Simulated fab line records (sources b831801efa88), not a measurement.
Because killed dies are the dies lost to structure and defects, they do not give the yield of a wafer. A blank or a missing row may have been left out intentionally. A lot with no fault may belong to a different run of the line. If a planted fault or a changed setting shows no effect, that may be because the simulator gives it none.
2 desks, one fault + flow sky130 + each desk has only its own numbers; what lay behind them comes last

== THE TOOL OWNER'S DESK: plasmaAsher-01 ==
The tool's own readings at SKY_METAL1_STRIP_20 (strips in O2/N2): means of the sampled wafers that have a number, for each lot that ran on this tool. A lot is out of limits, marked OUT, if its mean lies more than 4 standard deviations from the usual mean; the brackets give that distance.
Columns: A = drypumpMotorCurrentA at SKY_METAL1_STRIP_20, usual 5.9 A; B = oesProductAu at SKY_METAL1_STRIP_20, usual 0.343 a.u.; C = stripTimeToEndpointS at SKY_METAL1_STRIP_20, usual 2.699 s
| lot  | first seen here | A   | B     | C     |
|------|-----------------|-----|-------|-------|
| L883 | day 33 22:40    | 5.8 | 0.339 | 2.724 |
| L885 | day 34 06:01    | 5.8 | 0.346 | 2.668 |
| L888 | day 35 07:22    | 6.4 | 0.345 | 2.659 |
| L890 | day 35 13:58    | 6.4 | 0.343 | 2.742 |
| L894 | day 37 11:28    | 6.1 | 0.344 | 2.669 |
| L896 | day 38 05:53    | 5.8 | 0.339 | 2.700 |
Result from this desk: across the 6 lots, nothing is out of limits.

== FROM THE METROLOGY DESK ==
What the gauges read, lot by lot, whatever tool the lot ran on: means of the sampled wafers that have a number. A lot is out of limits, marked OUT, if its mean lies more than 4 standard deviations from the usual mean; the brackets give that distance.
Columns: A = VIA4_BOW at SKY_VIA4_BOW_MEAS_03, usual 81 um; B = VIA4_OVL at SKY_VIA4_OVL_MEAS_11, usual -0.2 nm; C = PAD_OPEN_BOW at SKY_PAD_OPEN_BOW_MEAS_13, usual 50 um
| lot  | first seen here | A  | B    | C  |
|------|-----------------|----|------|----|
| L880 | day 42 01:26    | 87 | -0.2 | 56 |
| L881 | day 42 03:19    | 84 | 1.0  | 49 |
| L882 | day 42 08:14    | 84 | 1.4  | 47 |
| L883 | day 42 14:44    | 87 | 0.5  | 53 |
| L884 | day 42 20:58    | 82 | 0.7  | 50 |
| L885 | day 43 02:04    | 88 | -0.5 | 61 |
| L886 | day 43 07:08    | 78 | -0.3 | 50 |
| L888 | day 44 00:12    | 69 | -1.4 | 38 |
| L889 | day 44 03:21    | 82 | -1.5 | 48 |
| L890 | day 44 05:43    | 78 | 1.2  | 48 |
| L894 | day 45 21:08    | 82 | 0.4  | 48 |
| L896 | day 46 08:54    | 83 | 0.0  | 55 |
| L903 | day 47 22:02    | 79 | 0.3  | 50 |
Result from this desk: across the 13 lots, nothing is out of limits.

== PUT TOGETHER ==
The desk of the tool owner found nothing out of limits.
Nothing out of limits was seen by the metrology desk.

== WHAT THE SIMULATOR HAD INSERTED ==
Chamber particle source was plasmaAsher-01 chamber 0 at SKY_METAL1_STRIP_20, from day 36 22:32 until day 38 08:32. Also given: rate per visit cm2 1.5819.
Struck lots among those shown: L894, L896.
